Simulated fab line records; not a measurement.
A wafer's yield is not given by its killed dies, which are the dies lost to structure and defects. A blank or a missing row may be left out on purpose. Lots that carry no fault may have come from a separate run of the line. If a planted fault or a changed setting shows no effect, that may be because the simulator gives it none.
The tool behind it: which one? / flow gf180mcu / 33 wafers from 11 lots sampled at 2 of the route's 602 steps

WHAT THE GAUGES SHOWED, per wafer
GF_HV_LDD_OVL_MEAS_32. Usual: for HV_LDD_02_OVL the level is 0.1 nm and the standard deviation is 1.6.
lot=L954; measured=day 11 15:17; on=overlay-02; HV_LDD_02_OVL (nm)=-0.5 -1.5 0.1; flag=
lot=L955; measured=day 11 21:06; on=overlay-01; HV_LDD_02_OVL (nm)=2.0 0.4 1.1; flag=
lot=L956; measured=day 12 03:58; on=overlay-02; HV_LDD_02_OVL (nm)=2.3 1.9 -0.9; flag=
lot=L957; measured=day 12 16:16; on=overlay-02; HV_LDD_02_OVL (nm)=0.6 -0.4 -0.7; flag=
lot=L959; measured=day 13 05:27; on=overlay-02; HV_LDD_02_OVL (nm)=0.2 -0.4 2.8; flag=
lot=L961; measured=day 13 17:39; on=overlay-01; HV_LDD_02_OVL (nm)=-1.8 -0.7 -0.5; flag=
lot=L965; measured=day 15 02:06; on=overlay-01; HV_LDD_02_OVL (nm)=-1.1 0.5 0.1; flag=
lot=L971; measured=day 17 01:56; on=overlay-02; HV_LDD_02_OVL (nm)=-0.9 -2.0 -0.3; flag=
lot=L972; measured=day 17 11:06; on=overlay-02; HV_LDD_02_OVL (nm)=2.0 1.7 2.3; flag=
lot=L973; measured=day 17 15:29; on=overlay-01; HV_LDD_02_OVL (nm)=-0.7 -1.6 -1.4; flag=
lot=L975; measured=day 18 16:49; on=overlay-02; HV_LDD_02_OVL (nm)=-0.6 -1.4 -1.5; flag=

TOOL THAT RAN EACH LOT (tool first, then ch and the chambers of the sampled wafers, then the start)
lot=L954; GF_HV_LDD_STRIP_10=plasma_asher-01 ch 0,1, day 10 02:08
lot=L955; GF_HV_LDD_STRIP_10=plasma_asher-03 ch 0,1, day 10 08:02
lot=L956; GF_HV_LDD_STRIP_10=plasma_asher-03 ch 0,1, day 10 15:11
lot=L957; GF_HV_LDD_STRIP_10=plasma_asher-01 ch 1, day 11 01:23
lot=L959; GF_HV_LDD_STRIP_10=plasma_asher-04 ch 0,1, day 11 14:34
lot=L961; GF_HV_LDD_STRIP_10=plasma_asher-01 ch 0,1, day 12 02:20
lot=L965; GF_HV_LDD_STRIP_10=plasma_asher-03 ch 0,1, day 13 08:44
lot=L971; GF_HV_LDD_STRIP_10=plasma_asher-04 ch 0,1, day 15 06:44
lot=L972; GF_HV_LDD_STRIP_10=plasma_asher-04 ch 0,1, day 15 14:11
lot=L973; GF_HV_LDD_STRIP_10=plasma_asher-04 ch 0,1, day 15 19:11
lot=L975; GF_HV_LDD_STRIP_10=plasma_asher-03 ch 0,1, day 16 17:53
- GF_HV_LDD_STRIP_10: strips in O2/N2.

AS READ BY THE TOOLS THEMSELVES (means over the sampled wafers that have a number; for cases with no such wafer, the mark the record gives instead)
GF_HV_LDD_STRIP_10. Usual: drypump_motor_current_A 5.7 A, standard deviation 0.33; heater_power_w 323 W, standard deviation 38; o2_flow_sccm 3000 sccm, standard deviation 8; oes_product_au 0.716 a.u., standard deviation 0.0046; strip_time_to_endpoint_s 12.632 s, standard deviation 0.028.
lot=L954; tool=plasma_asher-01; drypump_motor_current_A (A)=5.8; heater_power_w (W)=334; o2_flow_sccm (sccm)=2992; oes_product_au (a.u.)=0.715; strip_time_to_endpoint_s (s)=12.672; flag=
lot=L955; tool=plasma_asher-03; drypump_motor_current_A (A)=5.7; heater_power_w (W)=319; o2_flow_sccm (sccm)=2995; oes_product_au (a.u.)=0.715; strip_time_to_endpoint_s (s)=12.669; flag=
lot=L956; tool=plasma_asher-03; drypump_motor_current_A (A)=5.7; heater_power_w (W)=322; o2_flow_sccm (sccm)=3000; oes_product_au (a.u.)=0.720; strip_time_to_endpoint_s (s)=12.667; flag=
lot=L957; tool=plasma_asher-01; drypump_motor_current_A (A)=5.6; heater_power_w (W)=363; o2_flow_sccm (sccm)=2989; oes_product_au (a.u.)=0.719; strip_time_to_endpoint_s (s)=12.590; flag=
lot=L959; tool=plasma_asher-04; drypump_motor_current_A (A)=5.9; heater_power_w (W)=298; o2_flow_sccm (sccm)=3002; oes_product_au (a.u.)=0.719; strip_time_to_endpoint_s (s)=12.643; flag=
lot=L961; tool=plasma_asher-01; drypump_motor_current_A (A)=5.8; heater_power_w (W)=339; o2_flow_sccm (sccm)=2987; oes_product_au (a.u.)=0.713; strip_time_to_endpoint_s (s)=12.646; flag=
lot=L965; tool=plasma_asher-03; drypump_motor_current_A (A)=5.7; heater_power_w (W)=322; o2_flow_sccm (sccm)=3003; oes_product_au (a.u.)=0.720; strip_time_to_endpoint_s (s)=12.621; flag=
lot=L971; tool=plasma_asher-04; drypump_motor_current_A (A)=5.9; heater_power_w (W)=292; o2_flow_sccm (sccm)=3002; oes_product_au (a.u.)=0.719; strip_time_to_endpoint_s (s)=12.608; flag=
lot=L972; tool=plasma_asher-04; drypump_motor_current_A (A)=5.9; heater_power_w (W)=290; o2_flow_sccm (sccm)=3004; oes_product_au (a.u.)=0.717; strip_time_to_endpoint_s (s)=12.633; flag=
lot=L973; tool=plasma_asher-04; drypump_motor_current_A (A)=5.9; heater_power_w (W)=298; o2_flow_sccm (sccm)=2996; oes_product_au (a.u.)=0.712; strip_time_to_endpoint_s (s)=12.658; flag=
lot=L975; tool=plasma_asher-03; drypump_motor_current_A (A)=5.7; heater_power_w (W)=318; o2_flow_sccm (sccm)=3004; oes_product_au (a.u.)=0.715; strip_time_to_endpoint_s (s)=12.602; flag=

THE ANSWER, worked out from the rows above alone
Rule: take the mean of a lot's wafers that have a number; if it is more than 3 standard deviations from the usual mean, the lot is off. Also off: a lot with no number at a reading for which 4 or more lots have one. All remaining lots with rows at the step are treated as sound. First the gauges in route order, then the tools' own readings, where a lot's mean is used as printed above. At the first step where some lot is off, the reading lying furthest off is the one used; lots without a number count as furthest.
No lot is off at any reading shown: from this, nothing can be told.

WHAT HAD BEEN PUT IN BY THE SIMULATOR
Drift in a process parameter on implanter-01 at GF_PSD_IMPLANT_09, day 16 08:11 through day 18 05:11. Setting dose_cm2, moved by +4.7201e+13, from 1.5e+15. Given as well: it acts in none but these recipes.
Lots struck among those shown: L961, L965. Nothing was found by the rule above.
